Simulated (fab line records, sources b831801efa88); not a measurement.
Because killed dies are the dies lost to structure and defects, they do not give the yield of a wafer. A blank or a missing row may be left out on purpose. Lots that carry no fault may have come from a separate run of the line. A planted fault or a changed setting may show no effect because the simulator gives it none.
Struck lot and sound lot, side by side ; flow gf180mcu ; 14 out of 602 route steps
Sound: these wafers, L425.1, L425.3, L425.4. The struck wafers were L428.3, L428.4, L428.5. At the end, the cause is stated.
Per side, at each step with rows, come the tool, then ch with its chambers, and then its first start. Under that, the readings that differ: sound wafers ; struck wafers ; difference of the means ; sigmas: that difference in standard deviations of wafers without a fault.
alike: readings whose means differ by less than 2 such deviations, and words and numbers that are the same on both sides. not compared: withheld readings, readings that some wafer has no value for, bounds like >300 that may hide the same value, and numbers for which the record gives no deviation and whose values overlap.
Wherever a step has rows on one side only, a row that says differs or no value, or a row with sigmas, the two part there. When numbers do not overlap yet have no deviation, they are printed without sigmas and do not part them. A reading that every wafer of one side lacks parts them only if that side has two wafers or more.

GF_PSD_STRIP_10: strips in O2/N2.
  sound on plasmaAsher-04 ch 0,1, day 17 04:31; struck on plasmaAsher-03 ch 0,1, day 18 02:21
  alike: chamberPressureMTorr, drypumpMotorCurrentA, heaterPowerW, oesProductAu, platenTempC, stripTimeToEndpointS
  not compared: rfHoursCounterH
GF_PSD_TW_MEAS_11:
  struck on filmMetro-03, day 18 02:26; sound on filmMetro-03, day 17 04:37
  alike: PSD_TW
then, 1 step without rows for these wafers: GF_PSD_CLEAN_12 (cleans in SC1/SC2, time 150 s).
GF_PSD_RTA_13: time 20 s.
  sound on rtpAnneal-02 ch 0, day 17 04:43; struck on rtpAnneal-02 ch 0, day 18 02:34
  alike: lampPowerPct, wafer_temp_C_max
GF_PSD_RS_MEAS_14: uses a four-point probe to measure.
  struck on filmMetro-01, day 18 02:39; sound on filmMetro-02, day 17 04:49
  alike: NSD_RS
GF_PSD_RS_MEAS_15: uses a four-point probe to measure.
  struck on filmMetro-01, day 18 02:46; sound on filmMetro-02, day 17 04:56
  alike: PSD_RS
GF_SAB_CVD_00: deposits SiO2 from TEOS, target thk 50 nm, time 4.9302 s.
  sound on pecvd-02 ch 1,2, day 17 05:03; struck on pecvd-02 ch 0,1,2, day 18 02:51
  alike: heaterPowerW
GF_SAB_THK_MEAS_01:
  struck on filmMetro-04, day 18 02:53; sound on filmMetro-01, day 17 05:04
  alike: SAB_CVD_00_THK
then, 4 steps without rows for these wafers: GF_SAB_DEHYDRATE_02 (time 60 s); GF_SAB_HMDS_03 (prime time 60 s); GF_SAB_COAT_04 (resist thk 1000 nm); GF_SAB_SOFTBAKE_05 (time 60 s).
GF_SAB_EXPOSE_06: exposes mask SAB, target cd 420 nm.
  struck on ilineStepper-02, day 18 15:17; sound on ilineStepper-02 ch 0, day 17 16:31
  no value came back on the struck wafers for exposureDoseMJCm2, focusOffsetNm (nm); on the sound wafers exposureDoseMJCm2 reads 139.78 139.93 140.08
  alike: mask
then, 1 step without rows for these wafers: GF_SAB_PEB_07.

WHERE THEY PART
Within this record, at GF_SAB_EXPOSE_06 only.

WHY: the cause the simulator had injected
Entire step skipped (ilineStepper-02, GF_SAB_EXPOSE_06), from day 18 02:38 onward. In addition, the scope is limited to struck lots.
